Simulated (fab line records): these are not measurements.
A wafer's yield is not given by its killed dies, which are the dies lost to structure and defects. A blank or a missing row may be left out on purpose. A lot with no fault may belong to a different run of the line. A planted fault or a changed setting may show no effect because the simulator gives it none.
Tool commonality check    flow sky130    Lots sampled 11, wafers sampled 33

THE REASON FOR OPENING IT
2 of 11 lots carry a flag on the reading VT_ADJUST_HVTP_TW at SKY_VT_ADJUST_HVTP_TW_MEAS_11. No-fault wafers: 1351, standard deviation 9.2.
Rule: flag the lot when none of its wafers has a number, or when each of its wafers that has one lies beyond 4 standard deviations from that mean. The other lots count as sound.

lot   measured      on            VT_ADJUST_HVTP_TW, wafer by wafer  flag
L261  day 6 18:35   filmMetro-03  1667 1668 1674                     FLAGGED
L262  day 6 20:19   filmMetro-02  1353 1348 1364                     
L265  day 7 16:40   filmMetro-04  1680 1686 1680                     FLAGGED
L274  day 10 02:25  filmMetro-04  1343 1345 1345                     
L275  day 10 11:22  filmMetro-02  1365 1363 1365                     
L276  day 10 14:15  filmMetro-04  1347 1347 1351                     
L277  day 10 23:40  filmMetro-02  1354 1369 1360                     
L279  day 11 14:44  filmMetro-02  1355 1354 1352                     
L280  day 11 20:20  filmMetro-03  1340 1333 1334                     
L281  day 12 02:22  filmMetro-02  1369 1367 1372                     
L282  day 12 03:57  filmMetro-04  1341 1353 1354                     
The mean of the flagged lots' numbers is 1676, +325 from the usual (+35 standard deviations).

EACH LOT AND THE TOOL IT RAN ON
The record holds 2 process steps before the reading, out of a route of 708 steps. Read each cell as the tool, then ch plus the chambers that the sampled wafers visited, then the start.
lot   flag     SKY_NWELL_STRIP_25                   SKY_VT_ADJUST_HVTP_IMPLANT_09
L261  FLAGGED  plasmaAsher-02 ch 0,1, day 5 22:41   implanter-02 ch 0, day 6 17:59
L262           plasmaAsher-02 ch 0,1, day 6 01:20   implanter-01 ch 0, day 6 20:04
L265  FLAGGED  plasmaAsher-01 ch 0,1, day 6 20:06   implanter-03 ch 0, day 7 16:07
L274           plasmaAsher-02 ch 0,1, day 9 03:50   implanter-03 ch 0, day 10 02:10
L275           plasmaAsher-02 ch 0,1, day 9 12:32   implanter-01 ch 0, day 10 11:08
L276           plasmaAsher-02 ch 0, day 9 15:31     implanter-01 ch 0, day 10 14:01
L277           plasmaAsher-01 ch 0,1, day 10 00:05  implanter-03 ch 0, day 10 23:28
L279           plasmaAsher-01 ch 0,1, day 10 14:35  implanter-03 ch 0, day 11 14:31
L280           plasmaAsher-01 ch 0,1, day 10 19:29  implanter-02 ch 0, day 11 20:07
L281           plasmaAsher-03 ch 0,1, day 11 01:20  implanter-02 ch 0, day 12 02:08
L282           plasmaAsher-01 ch 0,1, day 11 03:04  implanter-02 ch 0, day 12 03:43
These steps, and what they do:
- SKY_NWELL_STRIP_25: strips in O2/N2.
- SKY_VT_ADJUST_HVTP_IMPLANT_09
- SKY_VT_ADJUST_HVTP_TW_MEAS_11

FLAGGED AGAINST TOTAL, ONE TOOL AT A TIME (gauges that did the reading follow at the end)
step                           tool            lots run  flagged  share of the flagged lots  sound lots run after its first flagged lot
SKY_NWELL_STRIP_25             plasmaAsher-01  5         1        some                       4 (L277,L279,L280,L282)
SKY_NWELL_STRIP_25             plasmaAsher-02  5         1        some                       4 (L262,L274,L275,L276)
SKY_NWELL_STRIP_25             plasmaAsher-03  1         0        none                       -
SKY_VT_ADJUST_HVTP_IMPLANT_09  implanter-01    3         0        none                       -
SKY_VT_ADJUST_HVTP_IMPLANT_09  implanter-02    4         1        some                       3 (L280,L281,L282)
SKY_VT_ADJUST_HVTP_IMPLANT_09  implanter-03    4         1        some                       3 (L274,L277,L279)
SKY_VT_ADJUST_HVTP_TW_MEAS_11  filmMetro-02    5         0        none                       -
SKY_VT_ADJUST_HVTP_TW_MEAS_11  filmMetro-03    2         1        some                       1 (L280)
SKY_VT_ADJUST_HVTP_TW_MEAS_11  filmMetro-04    4         1        some                       3 (L274,L276,L282)

WHAT IS ALLOWED BY THE TABLE
No row of the table ran every flagged lot.

WHAT HAD BEEN PUT IN BY THE SIMULATOR
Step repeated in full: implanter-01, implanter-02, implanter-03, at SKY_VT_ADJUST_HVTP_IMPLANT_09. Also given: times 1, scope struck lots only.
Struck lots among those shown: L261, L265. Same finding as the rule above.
